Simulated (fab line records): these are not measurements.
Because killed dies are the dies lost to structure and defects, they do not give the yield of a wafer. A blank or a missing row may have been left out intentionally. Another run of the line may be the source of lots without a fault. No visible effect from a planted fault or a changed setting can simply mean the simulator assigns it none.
Which tool is to blame? | flow gf180mcu | 36 wafers from 12 lots sampled at 6 of the route's 602 steps

WHAT EACH GAUGE READ, for each wafer
GF_CONTACT_BOW_MEAS_05. Usual: CONTACT_BOW 66 um, standard deviation 6.2.
lot  | measured     | on            | CONTACT_BOW (um) | flag
L457 | day 15 23:07 | film metro-04 | 61 70 70         |
L458 | day 16 03:49 | film metro-02 | 66 61 54         |
L462 | day 17 23:47 | film metro-02 | 73 70 74 - - -   |
L469 | day 20 10:08 | film metro-02 | 64 66 64         |
L470 | day 20 16:42 | film metro-02 | 58 60 68         |
L471 | day 21 09:01 | film metro-03 | 68 66 81         |
L472 | day 21 10:18 | film metro-03 | 64 66 61         |
L473 | day 21 17:06 | film metro-02 | 61 64 74         |
L474 | day 22 02:53 | film metro-02 | 67 65 66         |
L475 | day 22 12:59 | film metro-03 | 63 62 62         |
L476 | day 22 21:55 | film metro-02 | 73 74 64         |
L477 | day 23 00:30 | film metro-02 | 68 73 73         |

GF_M1_CD_MEAS_14: the cd target is 230 nm. Usual: cd nm at 230.1 nm, with a standard deviation of 1.4.
lot  | measured     | on        | cd nm (nm)        | flag
L457 | day 17 22:05 | cd sem-01 | 230.7 230.4 230.1 |
L458 | day 18 03:51 | cd sem-01 | 228.0 227.2 227.8 |
L462 | day 20 01:23 | cd sem-01 | 230.6 229.9 230.1 |
L469 | day 22 11:22 | cd sem-01 | 229.1 229.6 229.9 |
L470 | day 22 16:40 | cd sem-01 | 229.6 230.6 229.8 |
L471 | day 23 08:50 | cd sem-01 | 229.9 231.6 229.9 |
L472 | day 23 10:43 | cd sem-01 | 228.5 229.9 229.7 |
L473 | day 23 16:17 | cd sem-02 | 231.0 231.6 231.5 |
L474 | day 24 02:08 | cd sem-02 | 233.3 233.3 233.0 |
L475 | day 24 11:22 | cd sem-02 | 231.5 230.3 230.1 |
L476 | day 24 20:23 | cd sem-02 | 228.9 229.0 229.3 |
L477 | day 24 21:41 | cd sem-02 | 230.5 230.3 230.3 |

TOOL THAT RAN EACH LOT (tool first, then ch and the chambers of the sampled wafers, then the start)
lot  | GF_CONTACT_CMP_04             | GF_CONTACT_ETCH_17                            | GF_M1_SPUTTER_01             | GF_M1_SPUTTER_02
L457 | cmp-01 ch 0,3, day 15 22:49   | rie diel-04 ch 1,2,3, day 16 22:43 or earlier | pvd sputter-04, day 16 22:43 | pvd sputter-04, day 16 22:45
L458 | cmp-02 ch 0,3, day 16 03:34   | rie diel-01 ch 1,3, day 17 04:03 or earlier   | pvd sputter-03, day 17 04:03 | pvd sputter-03, day 17 04:05
L462 | cmp-02 ch 0,2,3, day 17 23:26 | rie diel-04 ch 1,3, day 19 01:10 or earlier   | pvd sputter-04, day 19 01:10 | pvd sputter-04, day 19 01:12
L469 | cmp-01 ch 0,1,2, day 20 09:53 | rie diel-01 ch 2,3, day 21 11:46 or earlier   | pvd sputter-02, day 21 11:46 | pvd sputter-02, day 21 11:48
L470 | cmp-01 ch 1,2, day 20 16:24   | rie diel-04 ch 0,3, day 21 17:30 or earlier   | pvd sputter-03, day 21 17:30 | pvd sputter-03, day 21 17:32
L471 | cmp-02 ch 0,1, day 21 08:39   | rie diel-01 ch 0,1,3, day 22 09:26 or earlier | pvd sputter-02, day 22 09:26 | pvd sputter-02, day 22 09:28
L472 | cmp-02 ch 0,3, day 21 10:00   | rie diel-04 ch 1,3, day 22 11:22 or earlier   | pvd sputter-03, day 22 11:22 | pvd sputter-03, day 22 11:24
L473 | cmp-01 ch 2,3, day 21 16:51   | rie diel-04 ch 0,1,2, day 22 17:59 or earlier | pvd sputter-02, day 22 17:59 | pvd sputter-02, day 22 18:01
L474 | cmp-01 ch 1,2, day 22 02:32   | rie diel-01 ch 2,3, day 23 03:41 or earlier   | pvd sputter-03, day 23 03:41 | pvd sputter-03, day 23 03:43
L475 | cmp-02 ch 0,2,3, day 22 12:48 | rie diel-04 ch 0,1,2, day 23 13:08 or earlier | pvd sputter-02, day 23 13:08 | pvd sputter-02, day 23 13:10
L476 | cmp-01 ch 1,2, day 22 21:40   | rie diel-03 ch 0,2,3, day 23 22:14 or earlier | pvd sputter-03, day 23 22:14 | pvd sputter-03, day 23 22:16
L477 | cmp-02 ch 2,3, day 23 00:11   | rie diel-04 ch 2,3, day 23 23:50 or earlier   | pvd sputter-03, day 23 23:50 | pvd sputter-03, day 23 23:52
- GF_CONTACT_CMP_04: polishes SiO2.
- GF_CONTACT_ETCH_17: etches SiO2 in C4F8/O2/Ar, stops on CoSi2, target depth 860 nm.
- GF_M1_SPUTTER_01: material TiN, target thk 30 nm, time 25 s.
- GF_M1_SPUTTER_02: material AlCu, target thk 450 nm, time 23.9 s.

WHAT THE TOOLS THEMSELVES READ (means of the sampled wafers that have a number; where no wafer has one, the mark that the record gives instead)
GF_CONTACT_CMP_04. Usual: motor current A 11.1 A, standard deviation 1.1; time to endpoint s 114 s, standard deviation 6.
lot  | tool   | motor current A (A) | time to endpoint s (s) | flag
L457 | cmp-01 | 11.8                | 111                    |
L458 | cmp-02 | 9.9                 | 116                    |
L462 | cmp-02 | 10.4                | 124                    |
L469 | cmp-01 | 11.4                | 112                    |
L470 | cmp-01 | 11.7                | 117                    |
L471 | cmp-02 | 12.0                | 116                    |
L472 | cmp-02 | 11.3                | 111                    |
L473 | cmp-01 | 12.1                | 118                    |
L474 | cmp-01 | 10.5                | 112                    |
L475 | cmp-02 | 10.4                | 119                    |
L476 | cmp-01 | 10.9                | 117                    |
L477 | cmp-02 | 9.2                 | 121                    |

GF_CONTACT_ETCH_17. Usual: bias w 1199 W, standard deviation 3.8; oes product au 0.815 a.u., standard deviation 0.0046.
lot  | tool        | bias w (W) | oes product au (a.u.) | flag
L457 | rie diel-04 | 1198       | 0.816                 |
L458 | rie diel-01 | 1200       | 0.812                 |
L462 | rie diel-04 | 1199       | 0.835                 | OFF
L469 | rie diel-01 | 1199       | 0.813                 |
L470 | rie diel-04 | 1203       | 0.817                 |
L471 | rie diel-01 | 1202       | 0.817                 |
L472 | rie diel-04 | 1200       | 0.811                 |
L473 | rie diel-04 | 1200       | 0.816                 |
L474 | rie diel-01 | 1200       | 0.815                 |
L475 | rie diel-04 | 1201       | 0.816                 |
L476 | rie diel-03 | 1201       | 0.817                 |
L477 | rie diel-04 | 1209       | 0.816                 |

GF_M1_SPUTTER_01. Usual: throttle valve pct at 30.2 %, with a standard deviation of 1.
lot  | tool           | throttle valve pct (%) | flag
L457 | pvd sputter-04 | 29.4                   |
L458 | pvd sputter-03 | 31.4                   |
L462 | pvd sputter-04 | 30.3                   |
L469 | pvd sputter-02 | 30.0                   |
L470 | pvd sputter-03 | 30.8                   |
L471 | pvd sputter-02 | 30.1                   |
L472 | pvd sputter-03 | 30.8                   |
L473 | pvd sputter-02 | 29.8                   |
L474 | pvd sputter-03 | 30.9                   |
L475 | pvd sputter-02 | 29.6                   |
L476 | pvd sputter-03 | 31.0                   |
L477 | pvd sputter-03 | 30.6                   |

GF_M1_SPUTTER_02. Usual: throttle valve pct at 30.2 %, with a standard deviation of 1.
lot  | tool           | throttle valve pct (%) | flag
L457 | pvd sputter-04 | 29.1                   |
L458 | pvd sputter-03 | 31.6                   |
L462 | pvd sputter-04 | 30.2                   |
L469 | pvd sputter-02 | 30.0                   |
L470 | pvd sputter-03 | 30.9                   |
L471 | pvd sputter-02 | 30.2                   |
L472 | pvd sputter-03 | 30.7                   |
L473 | pvd sputter-02 | 29.6                   |
L474 | pvd sputter-03 | 31.0                   |
L475 | pvd sputter-02 | 29.6                   |
L476 | pvd sputter-03 | 31.1                   |
L477 | pvd sputter-03 | 30.7                   |

THE ANSWER, worked out from the rows above alone
Rule: lot off if the mean of its wafers having a number is beyond 3 standard deviations from the usual mean. Also off: a lot with no number at a reading for which 4 or more lots have one. Where the step has rows for the other lots, those lots are counted as sound. After the gauges, taken in route order, come the tools' own readings; for these a lot's mean is taken, as printed above. At the first step where some lot is off, the reading lying furthest off is the one used; lots without a number count as furthest.
Off: L462 (GF_CONTACT_ETCH_17, oes product au).
If a tool, at that step or one of the process steps before it, ran each lot that is off and ran no sound lot following the first of them, it fits. With no start given for some of its lots, GF_CONTACT_ETCH_17 uses the hours and lot order of GF_M1_SPUTTER_01. Not one of the candidates tried fits.

WHAT THE SIMULATOR HAD INSERTED
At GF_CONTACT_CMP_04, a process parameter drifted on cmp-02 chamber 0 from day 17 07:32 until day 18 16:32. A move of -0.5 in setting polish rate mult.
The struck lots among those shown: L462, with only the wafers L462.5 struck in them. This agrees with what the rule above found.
